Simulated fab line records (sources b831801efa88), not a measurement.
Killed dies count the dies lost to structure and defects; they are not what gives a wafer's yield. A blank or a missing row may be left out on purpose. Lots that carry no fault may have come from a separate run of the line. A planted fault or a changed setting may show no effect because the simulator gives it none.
Lot-split experiment :: flow sfqLine :: 23 wafers read from 5 lots, route of 325 steps

THE SPLIT
At SFQ_TRILAYER_R5_DEP_SPUTTER_132 (material Ti, target thk 5 nm, time 5 s), the setting timeS was moved away from the recipe's 5 s on 6 of the 23 wafers read, by -11.8% to +4.9%. For the rest of the wafers, this setting stayed at what the recipe calls for.

Reading taken at the split's own step.

THE READING
Ti_of_TRILAYER_R5_DEP_SPUTTER_132.thkNm (the simulator's own value, which no gauge read), in nm, at SFQ_TRILAYER_R5_DEP_SPUTTER_132 (material Ti, target thk 5 nm, time 5 s). The file does not state a usual value for it. Across the 17 wafers here that went through the recipe, the average is 5.005 nm and the standard deviation 0.098 nm.

wafer: L074.1
tool, chamber at the split: pvdSputter-03, -
timeS as run, s: 5
against the recipe: recipe
Ti_of_TRILAYER_R5_DEP_SPUTTER_132.thkNm, nm: 4.908
against lot-mates on the recipe: -

wafer: L074.2
tool, chamber at the split: pvdSputter-03, -
timeS as run, s: 5
against the recipe: recipe
Ti_of_TRILAYER_R5_DEP_SPUTTER_132.thkNm, nm: 4.796
against lot-mates on the recipe: -

wafer: L074.5
tool, chamber at the split: pvdSputter-03, -
timeS as run, s: 5
against the recipe: recipe
Ti_of_TRILAYER_R5_DEP_SPUTTER_132.thkNm, nm: 4.936
against lot-mates on the recipe: -

wafer: L075.1
tool, chamber at the split: pvdSputter-03, -
timeS as run, s: 5
against the recipe: recipe
Ti_of_TRILAYER_R5_DEP_SPUTTER_132.thkNm, nm: 4.966
against lot-mates on the recipe: -

wafer: L075.2
tool, chamber at the split: pvdSputter-03, -
timeS as run, s: 4.618
against the recipe: -7.6%
Ti_of_TRILAYER_R5_DEP_SPUTTER_132.thkNm, nm: 4.718
against lot-mates on the recipe: -0.313

wafer: L075.3
tool, chamber at the split: pvdSputter-03, -
timeS as run, s: 4.618
against the recipe: -7.6%
Ti_of_TRILAYER_R5_DEP_SPUTTER_132.thkNm, nm: 4.644
against lot-mates on the recipe: -0.387

wafer: L075.5
tool, chamber at the split: pvdSputter-03, -
timeS as run, s: 5
against the recipe: recipe
Ti_of_TRILAYER_R5_DEP_SPUTTER_132.thkNm, nm: 5.131
against lot-mates on the recipe: -

wafer: L075.6
tool, chamber at the split: pvdSputter-03, -
timeS as run, s: 5
against the recipe: recipe
Ti_of_TRILAYER_R5_DEP_SPUTTER_132.thkNm, nm: 4.997
against lot-mates on the recipe: -

wafer: L079.1
tool, chamber at the split: pvdSputter-03, -
timeS as run, s: 5
against the recipe: recipe
Ti_of_TRILAYER_R5_DEP_SPUTTER_132.thkNm, nm: 5.086
against lot-mates on the recipe: -

wafer: L079.3
tool, chamber at the split: pvdSputter-03, -
timeS as run, s: 5
against the recipe: recipe
Ti_of_TRILAYER_R5_DEP_SPUTTER_132.thkNm, nm: 5.112
against lot-mates on the recipe: -

wafer: L079.4
tool, chamber at the split: pvdSputter-03, -
timeS as run, s: 5.246
against the recipe: +4.9%
Ti_of_TRILAYER_R5_DEP_SPUTTER_132.thkNm, nm: 5.316
against lot-mates on the recipe: +0.238

wafer: L079.5
tool, chamber at the split: pvdSputter-03, -
timeS as run, s: 5
against the recipe: recipe
Ti_of_TRILAYER_R5_DEP_SPUTTER_132.thkNm, nm: 5.036
against lot-mates on the recipe: -

wafer: L079.6
tool, chamber at the split: pvdSputter-03, -
timeS as run, s: 5.246
against the recipe: +4.9%
Ti_of_TRILAYER_R5_DEP_SPUTTER_132.thkNm, nm: 5.177
against lot-mates on the recipe: +0.099

wafer: L080.1
tool, chamber at the split: pvdSputter-03, -
timeS as run, s: 5
against the recipe: recipe
Ti_of_TRILAYER_R5_DEP_SPUTTER_132.thkNm, nm: 5.172
against lot-mates on the recipe: -

wafer: L080.2
tool, chamber at the split: pvdSputter-03, -
timeS as run, s: 5
against the recipe: recipe
Ti_of_TRILAYER_R5_DEP_SPUTTER_132.thkNm, nm: 5.025
against lot-mates on the recipe: -

wafer: L080.3
tool, chamber at the split: pvdSputter-03, -
timeS as run, s: 5
against the recipe: recipe
Ti_of_TRILAYER_R5_DEP_SPUTTER_132.thkNm, nm: 5.038
against lot-mates on the recipe: -

wafer: L080.4
tool, chamber at the split: pvdSputter-03, -
timeS as run, s: 5
against the recipe: recipe
Ti_of_TRILAYER_R5_DEP_SPUTTER_132.thkNm, nm: 5.117
against lot-mates on the recipe: -

wafer: L080.5
tool, chamber at the split: pvdSputter-03, -
timeS as run, s: 5
against the recipe: recipe
Ti_of_TRILAYER_R5_DEP_SPUTTER_132.thkNm, nm: 5.01
against lot-mates on the recipe: -

wafer: L082.1
tool, chamber at the split: pvdSputter-05, -
timeS as run, s: 5
against the recipe: recipe
Ti_of_TRILAYER_R5_DEP_SPUTTER_132.thkNm, nm: 4.864
against lot-mates on the recipe: -

wafer: L082.2
tool, chamber at the split: pvdSputter-05, -
timeS as run, s: 5
against the recipe: recipe
Ti_of_TRILAYER_R5_DEP_SPUTTER_132.thkNm, nm: 4.945
against lot-mates on the recipe: -

wafer: L082.3
tool, chamber at the split: pvdSputter-05, -
timeS as run, s: 4.409
against the recipe: -11.8%
Ti_of_TRILAYER_R5_DEP_SPUTTER_132.thkNm, nm: 4.298
against lot-mates on the recipe: -0.618

wafer: L082.4
tool, chamber at the split: pvdSputter-05, -
timeS as run, s: 5
against the recipe: recipe
Ti_of_TRILAYER_R5_DEP_SPUTTER_132.thkNm, nm: 4.938
against lot-mates on the recipe: -

wafer: L082.6
tool, chamber at the split: pvdSputter-05, -
timeS as run, s: 4.409
against the recipe: -11.8%
Ti_of_TRILAYER_R5_DEP_SPUTTER_132.thkNm, nm: 4.36
against lot-mates on the recipe: -0.556

FIT RESULTS
A straight line over all 23 wafers: Ti_of_TRILAYER_R5_DEP_SPUTTER_132.thkNm changes by +0.0524 nm for each +1% of timeS; r = +0.92; the points scatter about the line by 0.097 nm.
The same after taking each lot's own level away (the mean of its wafers on the recipe; 23 wafers): +0.0464 nm for each +1%; r = +0.96; scatter 0.06 nm.
According to that fit, moving timeS by its largest amount changes the reading by 0.55 nm.
From 4.8800 to 5.0780 nm: that is the span of the lots' own levels, equal to 2.0 times the standard deviation above.
So the lot-to-lot level changes the slope: the two fits differ.
Check: with one of the wafers moved furthest among these (-11.8%) left out of the fit, the line predicts -0.529 nm for it against its lot-mates. It came out at -0.618 nm against them.

FURTHER SPLITS ON THESE WAFERS
Before the reading, these wafers also passed through other splits. Each is held against what the fit with the lots' levels taken away leaves over:
other split on the same wafers: SFQ_TRILAYER_I1_VIA_LITHO_COAT_049 resistThkNm
wafers away from the commonest value: 9
r with Ti_of_TRILAYER_R5_DEP_SPUTTER_132.thkNm (lot level and that fit taken away): -0.02

other split on the same wafers: SFQ_TRILAYER_M2_LITHO_EXPOSE_058 doseMj
wafers away from the commonest value: 9
r with Ti_of_TRILAYER_R5_DEP_SPUTTER_132.thkNm (lot level and that fit taken away): +0.19

other split on the same wafers: SFQ_TRILAYER_I2_CMP_CMP_064 downForcePsi
wafers away from the commonest value: 8
r with Ti_of_TRILAYER_R5_DEP_SPUTTER_132.thkNm (lot level and that fit taken away): -0.29

other split on the same wafers: SFQ_TRILAYER_I2_VIA_LITHO_COAT_072 resistThkNm
wafers away from the commonest value: 5
r with Ti_of_TRILAYER_R5_DEP_SPUTTER_132.thkNm (lot level and that fit taken away): -0.20

other split on the same wafers: SFQ_TRILAYER_I3_CMP_CMP_082 leaveAboveRefNm
wafers away from the commonest value: 8
r with Ti_of_TRILAYER_R5_DEP_SPUTTER_132.thkNm (lot level and that fit taken away): +0.12

other split on the same wafers: SFQ_TRILAYER_I3_VIA_BARC_OPEN_VIA_ETCH_121 biasW
wafers away from the commonest value: 6
r with Ti_of_TRILAYER_R5_DEP_SPUTTER_132.thkNm (lot level and that fit taken away): +0.02

other split on the same wafers: SFQ_TRILAYER_M4_DEP_SPUTTER_091 powerW
wafers away from the commonest value: 6
r with Ti_of_TRILAYER_R5_DEP_SPUTTER_132.thkNm (lot level and that fit taken away): +0.21

other split on the same wafers: SFQ_TRILAYER_M4_ETCH_METAL_ETCH_096 timeS
wafers away from the commonest value: 8
r with Ti_of_TRILAYER_R5_DEP_SPUTTER_132.thkNm (lot level and that fit taken away): -0.11

other split on the same wafers: SFQ_TRILAYER_I4_VIA_LITHO_PEB_106 pebTempC
wafers away from the commonest value: 7
r with Ti_of_TRILAYER_R5_DEP_SPUTTER_132.thkNm (lot level and that fit taken away): +0.02

other split on the same wafers: SFQ_TRILAYER_JJ_TRILAYER_DEP_SPUTTER_110 timeS
wafers away from the commonest value: 9
r with Ti_of_TRILAYER_R5_DEP_SPUTTER_132.thkNm (lot level and that fit taken away): +0.19

THE FILE'S OWN FIT
Ti_of_TRILAYER_R5_DEP_SPUTTER_132.thkNm changes by +0.047 nm for each +1% of timeS, r = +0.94.
